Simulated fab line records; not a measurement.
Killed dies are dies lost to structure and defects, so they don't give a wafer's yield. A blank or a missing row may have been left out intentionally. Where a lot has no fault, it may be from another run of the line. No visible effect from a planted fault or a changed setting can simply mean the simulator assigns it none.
fab line records	flow sfq-line
[record] lots = 14	wafers = 42	last-day = 92
route steps=325 shown M0@38 M3@120 M5@198 I6@279
lots with no fault: from the same line, run without faults
start-h: start of the lot's first displayed wafer, in hours after the record's first day	wait-h: hours since the lot's step before	" unchanged from the row above	L1.1+2: one row covering several wafers at once	- either no value or no given start	* or withheld: withheld	< > ~ a bound
route shown NAME@n: names a module that has steps shown in the file, with the first one's number in the route	usual: mean and standard deviation over wafers with no fault	same: alike in all rows	chamber/n: place in a boat	sites: the reading at each site	_std_site: standard deviation across them	_edge_site: inner sites' mean taken away from outer sites' mean	radius-mm: for every site, how far away it sits from the centre of the wafer	mask NAME#n: copy n	behind: the tool/chamber that last shaped the wafer	hold: why the lot was held/for how many hours/how that ended	device: the n, p or np transistor that did not switch	end of line: the tests these same wafers got at the end of their route	step lacking rows: just its recipe	killed: the dies lost at the first sort to structure and to defects; this is not the yield of the wafer	map: a wafer's dies, marking killed ones x, the rest . and places with no die _
set.NAME: setting as actually run; set.NAME@STEP: the setting as run at that earlier step	model.NAME: the simulator's own value behind a step, which no gauge read
steps of the route over a sample of lots; a table a step, a row a wafer
services: the hour from which a tool's chamber was out of use, counted from the record's first day as start-h (under 0 if before that day), plus the number of hours and why
[[steps]]
[step SFQ_M0_OVL_MEAS_906]
[usual] M0_OVL = 0/5.5
lot.wafer	tool	chamber	start-h	wait-h	M0_OVL[nm]
L113.4	overlay-01	-	261.89	0.1	2
L113.5	"	-	"	"	9
L113.6	"	-	"	"	12
L114.1	overlay-02	-	267.87	0.1	0
L114.2	"	-	"	"	1
L114.5	"	-	"	"	0
L115.1	overlay-01	-	285.99	0.1	-13
L115.3	"	-	"	"	-7
L115.4	"	-	"	"	-3
L117.1	overlay-01	-	301.25	0.1	2
L117.4	"	-	"	"	0
L117.5	"	-	"	"	-5
L119.1	overlay-01	-	320.54	0.1	5
L119.3	"	-	"	"	4
L119.5	"	-	"	"	10
L124.1	overlay-01	-	367.11	0.1	-11
L124.3	"	-	"	"	-7
L124.4	"	-	"	"	-6
L126.3	overlay-01	-	385.12	0.1	-2
L126.4	"	-	"	"	-3
L126.6	"	-	"	"	-4
L128.1	overlay-02	-	403.11	0.1	1
L128.3	"	-	"	"	-1
L128.5	"	-	"	"	-2
L129.1	overlay-02	-	410.31	0.1	3
L129.5	"	-	"	"	2
L129.6	"	-	"	"	0
L130.1	overlay-01	-	416.31	0.1	3
L130.2	"	-	"	"	5
L130.5	"	-	"	"	1
L131.3	overlay-01	-	424.72	0.1	-2
L131.4	"	-	"	"	-6
L131.5	"	-	"	"	-6
L132.1	overlay-02	-	432.04	0.1	10
L132.2	"	-	"	"	-3
L132.6	"	-	"	"	4
L133.3	overlay-02	-	445.25	0.1	-4
L133.4	"	-	"	"	5
L133.6	"	-	"	"	0
L134.3	overlay-01	-	454.85	0.1	-4
L134.5	"	-	"	"	-4
L134.6	"	-	"	"	3
[step SFQ_M3_RS_MEAS_919]
[recipe] thk-meas-gauge = four-point-probe	reads = Nb_of_TRILAYER_M3_DEP_SPUTTER_073
[usual] M3_NB_RS = 0.890/0.0099
lot.wafer	tool	chamber	start-h	wait-h	M3_NB_RS[ohm/sq]
L113.4	film-metro-02	-	919.09	0.1	0.880
L113.5	"	-	"	"	0.894
L113.6	"	-	"	"	0.879
L114.1	film-metro-03	-	922.63	0.0	0.898
L114.2	"	-	"	"	0.890
L114.5	"	-	"	"	0.902
L115.1	film-metro-01	-	925.03	0.0	0.875
L115.3	"	-	"	"	0.878
L115.4	"	-	"	"	0.874
L117.1	film-metro-03	-	950.23	0.0	0.899
L117.4	"	-	"	"	0.905
L117.5	"	-	"	"	0.894
L119.1	film-metro-03	-	959.83	0.0	0.892
L119.3	"	-	"	"	0.890
L119.5	"	-	"	"	0.890
L124.1	film-metro-03	-	1013.01	0.0	0.875
L124.3	"	-	"	"	0.891
L124.4	"	-	"	"	0.891
L126.3	film-metro-02	-	1035.86	0.1	0.886
L126.4	"	-	"	"	0.882
L126.6	"	-	"	"	0.874
L128.1	film-metro-02	-	1057.41	0.0	0.880
L128.3	"	-	"	"	0.872
L128.5	"	-	"	"	0.866
L129.1	film-metro-01	-	1064.62	0.0	0.892
L129.5	"	-	"	"	0.885
L129.6	"	-	"	"	0.885
L130.1	film-metro-02	-	1065.93	0.0	0.893
L130.2	"	-	"	"	0.896
L130.5	"	-	"	"	0.897
L131.3	film-metro-01	-	1067.19	0.1	0.899
L131.4	"	-	"	"	0.908
L131.5	"	-	"	"	0.900
L132.1	film-metro-02	-	1068.33	0.0	0.895
L132.2	"	-	"	"	0.905
L132.6	"	-	"	"	0.909
L133.3	film-metro-03	-	1221.23	0.1	0.907
L133.4	"	-	"	"	0.897
L133.6	"	-	"	"	0.904
L134.3	film-metro-03	-	1228.43	0.1	0.891
L134.5	"	-	"	"	0.888
L134.6	"	-	"	"	0.892
[step SFQ_TRILAYER_M5_LITHO_COAT_128]
[recipe] resist = BARC	spin-rpm = 3000	resist-thk-nm = 62
lot.wafer	tool	chamber	start-h	wait-h
L113.4+5+6	litho-track-04	0	1464.45	0.1
L114.1+2+5	litho-track-04	0	1476.15	0.0
L115.1+3+4	litho-track-04	0	1480.90	0.0
L117.1+4+5	litho-track-01	0	1498.90	0.0
L119.1+3+5	litho-track-03	0	1504.95	0.0
L124.1+3+4	litho-track-04	0	1630.86	0.0
L126.3+4+6	litho-track-03	0	1636.96	0.1
L128.1+3+5	litho-track-04	0	1645.26	0.0
L129.1+5+6	litho-track-01	0	1648.92	0.0
L130.1+2+5	litho-track-04	0	1652.46	0.0
L131.3+4+5	litho-track-01	0	1654.96	0.1
L132.1+2+6	litho-track-01	0	1660.86	0.0
L133.3+4+6	litho-track-01	0	1664.56	0.1
L134.3+5+6	litho-track-01	0	1670.07	0.1
[step SFQ_TRILAYER_M5_BARC_OPEN_METAL_ETCH_161]
[recipe] mask-material = PR	chemistry = O2	target-depth-nm = 125	target = BARC	icp-w = 600	bias-w = 80	pressure-mtorr = 10	time-s = 41.7
[usual] drypump-motor-current-A = 5.7/0.43	oes-product-au = 0.685/0.0047
lot.wafer	tool	chamber	start-h	wait-h	drypump-motor-current-A	oes-product-au	rf-hours-counter-h
L113.4	rie-metal-03	1	1571.00	0.0	5.1	0.686	-
L113.5	"	1	"	"	5.1	0.683	-
L113.6	"	0	"	"	6.0	0.686	-
L114.1	rie-metal-02	0	1581.78	0.0	5.6	0.683	111
L114.2	"	1	"	"	6.3	0.684	2
L114.5	"	1	"	"	6.3	0.685	-
L115.1	rie-metal-02	1	1589.68	0.0	6.3	0.686	2
L115.3	"	1	"	"	6.3	0.689	-
L115.4	"	0	"	"	5.5	0.678	-
L117.1	rie-metal-02	1	1605.38	0.0	6.3	0.691	5
L117.4	"	1	"	"	6.3	0.685	-
L117.5	"	0	"	"	5.5	0.692	-
L119.1	rie-metal-03	1	1608.98	0.0	5.1	0.689	68
L119.3	"	0	"	"	5.9	0.691	-
L119.5	"	1	"	"	5.1	0.682	-
L124.1	rie-metal-02	1	1699.32	0.0	6.3	0.683	22
L124.3	"	1	"	"	6.3	0.681	-
L124.4	"	1	"	"	6.3	0.686	-
L126.3	rie-metal-02	1	1707.78	0.1	6.3	0.689	-
L126.4	"	1	"	"	6.3	0.690	-
L126.6	"	1	"	"	6.3	0.693	-
L128.1	rie-metal-03	1	1721.05	0.0	5.1	0.683	88
L128.3	"	0	"	"	6.0	0.695	-
L128.5	"	0	"	"	6.0	0.762	-
L129.1	rie-metal-02	0	1732.14	0.0	5.5	0.688	2
L129.5	"	0	"	"	5.5	0.691	-
L129.6	"	1	"	"	6.3	0.684	-
L130.1	rie-metal-02	0	1739.34	0.0	5.5	0.682	3
L130.2	"	1	"	"	6.3	0.765	29
L130.5	"	0	"	"	5.5	0.764	-
L131.3	rie-metal-02	0	1747.63	0.0	5.5	0.695	-
L131.4	"	1	"	"	6.3	0.685	-
L131.5	"	0	"	"	5.5	0.685	-
L132.1	rie-metal-04	0	1752.41	0.0	5.4	0.681	28
L132.2	"	1	"	"	5.5	0.693	108
L132.6	"	1	"	"	5.5	0.687	-
L133.3	rie-metal-02	0	1757.23	0.0	5.5	0.678	-
L133.4	"	1	"	"	6.3	0.683	-
L133.6	"	1	"	"	6.3	0.682	-
L134.3	rie-metal-04	1	1762.03	0.0	5.5	0.691	-
L134.5	"	0	"	"	5.4	0.686	-
L134.6	"	1	"	"	5.5	0.687	-
[step SFQ_TRILAYER_I6_VIA_STRIP_STRIP_173]
[recipe] gas = O2	power-w = 200	platen-temp-c = 40	overash-fraction = 0.65	chemistry = O2	pressure-mtorr = 50
[usual] drypump-motor-current-A = 5.7/0.39	oes-product-au = 1.000/0.011	platen-temp-c = 39.99/0.12
lot.wafer	tool	chamber	start-h	wait-h	drypump-motor-current-A	oes-product-au	platen-temp-c	rf-hours-counter-h
L113.4	rie-metal-02	1	1738.35	-	6.3	1.008	40.02	-
L113.5	"	0	"	"	5.6	0.988	40.14	-
L113.6	"	1	"	"	6.3	1.008	40.30	-
L114.1	rie-metal-01	0	1739.96	-	5.3	0.982	39.94	63
L114.2	"	1	"	"	6.0	1.000	40.07	68
L114.5	"	1	"	"	6.0	1.000	40.14	-
L115.1	rie-metal-03	0	1744.16	-	5.9	1.018	40.01	107
L115.3	"	0	"	"	5.9	1.015	40.06	-
L115.4	"	1	"	"	5.1	0.990	40.03	-
L117.1	rie-metal-03	0	1834.86	-	5.9	1.019	39.91	114
L117.4	"	0	"	"	5.9	1.008	39.98	-
L117.5	"	0	"	"	5.9	1.019	39.97	-
L119.1	rie-metal-03	1	1845.77	-	5.1	0.994	40.02	108
L119.3	"	0	"	"	5.9	1.016	40.06	-
L119.5	"	0	"	"	5.9	1.010	39.83	-
L124.1	rie-metal-03	0	1989.39	-	5.9	1.008	40.03	13
L124.3	"	0	"	"	5.9	1.020	40.14	-
L124.4	"	0	"	"	5.9	1.009	40.08	-
L126.3	rie-metal-03	0	1994.59	-	5.9	1.010	39.99	-
L126.4	"	0	"	"	5.9	1.002	39.97	-
L126.6	"	0	"	"	5.9	1.003	40.04	-
L128.1	rie-metal-01	1	2002.59	-	6.0	1.000	40.02	105
L128.3	"	1	"	"	6.0	1.009	39.94	-
L128.5	"	1	"	"	6.0	1.011	39.88	-
L129.1	rie-metal-03	0	2005.11	-	5.9	1.015	39.98	16
L129.5	"	1	"	"	5.2	0.991	39.96	-
L129.6	"	0	"	"	5.9	1.012	40.01	-
L130.1	rie-metal-01	1	2006.31	-	6.0	1.022	40.05	106
L130.2	"	1	"	"	6.0	1.009	39.91	-
L130.5	"	1	"	"	6.0	1.014	39.80	-
L131.3	rie-metal-03	0	2010.11	-	6.0	1.007	39.89	-
L131.4	"	1	"	"	5.2	1.000	40.10	-
L131.5	"	0	"	"	5.9	1.008	39.91	-
L132.1	rie-metal-01	1	2016.04	-	6.0	1.011	40.08	107
L132.2	"	0	"	"	5.3	0.977	39.91	98
L132.6	"	1	"	"	6.0	1.001	40.02	-
L133.3	rie-metal-02	0	2021.04	-	5.5	0.995	39.88	-
L133.4	"	1	"	"	6.3	0.979	39.83	-
L133.6	"	0	"	"	5.5	0.997	39.78	-
L134.3	rie-metal-03	1	2023.44	-	5.2	1.000	39.96	-
L134.5	"	0	"	"	5.9	0.991	39.74	-
L134.6	"	1	"	"	5.2	1.011	40.00	-
[[services]]
tool	chamber	start-h	hours	kind
rie-metal-03	-	1447.47	2.8	pm
rie-metal-02	-	1451.27	0.7	repair
rie-metal-01	-	1474.81	1.4	pm
rie-metal-02	1	1539.92	-	clean
rie-metal-02	1	1539.92	-	consumable-replace:focus-ring
rie-metal-02	-	1585.15	2.8	pm
rie-metal-03	-	1600.04	2.0	repair
rie-metal-02	1	1615.20	3.7	repair
rie-metal-03	-	1622.14	0.2	repair
rie-metal-04	-	1642.61	1.8	repair
rie-metal-04	-	1679.48	15.6	pm
rie-metal-01	0	1752.37	4.8	repair
rie-metal-01	-	1773.49	4.3	pm
rie-metal-03	0	1786.01	32.8	repair
rie-metal-04	-	1843.62	1.9	repair
rie-metal-02	-	1851.52	1.2	repair
rie-metal-04	-	1862.44	2.8	pm
rie-metal-03	-	1885.53	0.5	repair
rie-metal-02	0	1911.90	3.8	repair
rie-metal-02	0	1945.48	14.1	repair
rie-metal-02	-	1955.64	28.1	pm
rie-metal-02	-	1984.01	2.4	repair
rie-metal-01	0	1990.25	18.5	repair
rie-metal-04	-	2016.94	2.7	repair
[[key]]
[first-sign] step = SFQ_TRILAYER_M5_BARC_OPEN_METAL_ETCH_161	reading = oes-product-au	direction = up	sigmas = 17	usual = 0.685	struck = 0.764
effect none on later readings
met-at SFQ_TRILAYER_M5_LITHO_COAT_128
struck-lots L128,L130
struck-wafers L128.5,L130.2,L130.5
not-acting-at SFQ_M0_OVL_MEAS_906,SFQ_M3_RS_MEAS_919,SFQ_TRILAYER_I6_VIA_STRIP_STRIP_173
onset-between 1630.86 1645.26
[fault] kind = process-parameter-drift	tool = litho-track-04	chamber = -	onset-h = 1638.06	steps = SFQ_TRILAYER_M5_LITHO_COAT_128	channel = resist-thk-nm	offset = 16.789	shape = step	end-h = 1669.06	scope = struck-wafers-only	acts-in = these-recipes-only	stated = 62
